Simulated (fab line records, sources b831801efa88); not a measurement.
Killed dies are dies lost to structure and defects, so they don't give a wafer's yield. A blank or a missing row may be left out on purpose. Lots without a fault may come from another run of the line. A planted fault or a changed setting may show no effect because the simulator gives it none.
A struck lot beside a sound one | flow gf180mcu | 14 steps out of a route of 602
Sound: wafers L276.1, L276.3, L276.5. Struck: wafers L270.1, L270.2, L270.3. The cause comes at the end.
At each step with rows: each side's tool, then ch and its chambers, then its first start. Under that, the readings that differ: sound wafers | struck wafers | difference of the means | sigmas: that difference in standard deviations of wafers without a fault.
alike: readings whose means differ by less than 2 such deviations, and words and numbers that are the same on both sides. not compared: withheld readings, readings that some wafer has no value for, bounds like >300 that may hide the same value, and numbers for which the record gives no deviation and whose values overlap.
The two part at a step that has a row with sigmas, a row that says differs or no value, or rows on one side only. Numbers that don't overlap but have no deviation are shown without sigmas and don't part them. A reading that every wafer of one side lacks parts them only if that side has two wafers or more.

first, 2 steps without rows for these wafers: GF_VT_IMPLANT_PEB_05; GF_VT_IMPLANT_DEVELOP_06 (develop time 60 s).
GF_VT_IMPLANT_OVL_MEAS_07:
  sound on overlay-02, day 10 23:05; struck on overlay-02, day 9 11:29
  alike: VT_IMPLANT_OVL
then, 1 step without rows for these wafers: GF_VT_IMPLANT_IMPLANT_08.
GF_VT_IMPLANT_STRIP_09: strips in O2/N2.
  sound on plasma_asher-02 ch 0,1, day 10 23:17; struck on plasma_asher-03 ch 0,1, day 9 11:41
  alike: drypump_motor_current_A, heater_power_w, n2_flow_sccm, oes_product_au, strip_time_to_endpoint_s
  not compared: rf_hours_counter_h
GF_VT_IMPLANT_TW_MEAS_10:
  sound on film_metro-01, day 10 23:23; struck on film_metro-03, day 9 11:47
  alike: VT_IMPLANT_TW
then, 6 steps without rows for these wafers: GF_VT_IMPLANT_DEHYDRATE_11 (time 60 s); GF_VT_IMPLANT_HMDS_12 (prime time 60 s); GF_VT_IMPLANT_COAT_13 (resist thk 1000 nm); GF_VT_IMPLANT_SOFTBAKE_14 (time 60 s); GF_VT_IMPLANT_EXPOSE_15 (exposes mask Nwell LV AREA, target cd 860 nm); GF_VT_IMPLANT_PEB_16.
GF_VT_IMPLANT_DEVELOP_17: develop time 60 s.
  sound on litho_track-03 ch 0, day 11 17:08; struck on litho_track-02, day 10 05:01
  no value came back on the struck wafers for chill_plate_temp_C (C), develop_time_s (s); on the sound wafers chill_plate_temp_C (C) reads 22.88 23.02 22.88
GF_VT_IMPLANT_OVL_MEAS_18:
  sound on overlay-01, day 11 17:17; struck on overlay-01, day 10 05:10
  reading                | sound        | struck | difference                    | sigmas
  VT_IMPLANT_01_OVL (nm) | -0.4 0.8 1.5 | - - -  | no value on the struck wafers |

WHERE THEY PART
First at GF_VT_IMPLANT_DEVELOP_17; last, within this record, at GF_VT_IMPLANT_OVL_MEAS_18.

WHY: what the simulator had put in
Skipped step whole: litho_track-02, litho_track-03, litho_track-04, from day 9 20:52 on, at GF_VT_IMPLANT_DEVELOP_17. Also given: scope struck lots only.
